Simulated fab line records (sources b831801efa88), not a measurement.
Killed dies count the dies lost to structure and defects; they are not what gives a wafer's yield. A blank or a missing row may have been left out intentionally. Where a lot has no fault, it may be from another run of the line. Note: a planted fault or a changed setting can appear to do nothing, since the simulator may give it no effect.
What tool caused it? / flow gf180mcu / Sampling: 12 lots, 36 wafers, 3 of 602 route steps

WHAT EACH GAUGE READ, for each wafer
GF_V2_THK_MEAS_01.
lot=L075; measured=day 19 15:33; on=film_metro-03; V2_CVD_00_THK (nm)=597 598 595
lot=L077; measured=day 20 09:08; on=film_metro-04; V2_CVD_00_THK (nm)=605 600 607
lot=L079; measured=day 21 12:31; on=film_metro-03; V2_CVD_00_THK (nm)=595 601 594
lot=L081; measured=day 22 09:06; on=film_metro-03; V2_CVD_00_THK (nm)=604 591 606
lot=L083; measured=day 22 19:22; on=film_metro-02; V2_CVD_00_THK (nm)=594 596 588
lot=L085; measured=day 23 15:17; on=film_metro-04; V2_CVD_00_THK (nm)=602 603 608
lot=L087; measured=day 24 03:58; on=film_metro-03; V2_CVD_00_THK (nm)=593 596 595
lot=L089; measured=day 25 05:14; on=film_metro-02; V2_CVD_00_THK (nm)=599 589 596
lot=L091; measured=day 25 12:07; on=film_metro-04; V2_CVD_00_THK (nm)=600 594 590
lot=L093; measured=day 26 02:47; on=film_metro-04; V2_CVD_00_THK (nm)=594 597 599
lot=L095; measured=day 26 13:20; on=film_metro-03; V2_CVD_00_THK (nm)=607 610 609
lot=L097; measured=day 27 01:29; on=film_metro-04; V2_CVD_00_THK (nm)=583 586 594

TOOL THAT RAN EACH LOT (tool first, then ch and the chambers of the sampled wafers, then the start)
lot=L075; GF_V1_ETCH_17=rie_diel-03 ch 1,3, day 19 14:51 or earlier; GF_M2_METAL_ETCH_16=rie_metal-02 ch 0,1, day 19 14:51
lot=L077; GF_V1_ETCH_17=rie_diel-03 ch 0,1,2, day 20 08:25 or earlier; GF_M2_METAL_ETCH_16=rie_metal-02 ch 0,1, day 20 08:25
lot=L079; GF_V1_ETCH_17=rie_diel-04 ch 0,2,3, day 21 11:49 or earlier; GF_M2_METAL_ETCH_16=rie_metal-02 ch 0,1, day 21 11:49
lot=L081; GF_V1_ETCH_17=rie_diel-01 ch 2,3, day 22 07:58 or earlier; GF_M2_METAL_ETCH_16=rie_metal-04 ch 0,1, day 22 07:58
lot=L083; GF_V1_ETCH_17=rie_diel-03 ch 0,1,2, day 22 18:35 or earlier; GF_M2_METAL_ETCH_16=rie_metal-02 ch 0, day 22 18:35
lot=L085; GF_V1_ETCH_17=rie_diel-01 ch 1,3, day 23 14:25 or earlier; GF_M2_METAL_ETCH_16=rie_metal-04 ch 0, day 23 14:25
lot=L087; GF_V1_ETCH_17=rie_diel-04 ch 1,3, day 24 03:03 or earlier; GF_M2_METAL_ETCH_16=rie_metal-02 ch 1, day 24 03:03
lot=L089; GF_V1_ETCH_17=rie_diel-01 ch 0,1, day 25 04:24 or earlier; GF_M2_METAL_ETCH_16=rie_metal-03 ch 0, day 25 04:24
lot=L091; GF_V1_ETCH_17=rie_diel-03 ch 0,2,3, day 25 11:17 or earlier; GF_M2_METAL_ETCH_16=rie_metal-02 ch 0,1, day 25 11:17
lot=L093; GF_V1_ETCH_17=rie_diel-03 ch 0,2, day 26 02:05 or earlier; GF_M2_METAL_ETCH_16=rie_metal-03 ch 0,1, day 26 02:05
lot=L095; GF_V1_ETCH_17=rie_diel-04 ch 1,2,3, day 26 12:16 or earlier; GF_M2_METAL_ETCH_16=rie_metal-03 ch 0,1, day 26 12:16
lot=L097; GF_V1_ETCH_17=rie_diel-01 ch 0,1, day 27 00:40 or earlier; GF_M2_METAL_ETCH_16=rie_metal-04 ch 1, day 27 00:40
- GF_V1_ETCH_17: etches SiO2 in C4F8/O2/Ar, stops on TiN, target depth 630 nm.
- GF_M2_METAL_ETCH_16: etches the open film in Cl2/BCl3, stops on SiO2, target depth 627.5 nm, time 104.6 s.

THE ANSWER, worked out from the rows above alone
Rule: what is usual is taken from the lots themselves. Put in order of their means at a reading, lots are off if they are a third of the lots or fewer, leave a main group of 4 or more, and stand apart from it by a gap of 3 or more times the standard deviation of the main group's means; of several such gaps the widest counts. A main group whose means are all the same, to the digits that the tables above print for the reading, isn't used. A lot without any number at a reading at which 4 lots or more have one is off too. Where the step has rows for the other lots, those lots are counted as sound.
No lot is off at any reading shown: from this, nothing can be told.

WHAT THE SIMULATOR HAD PUT IN
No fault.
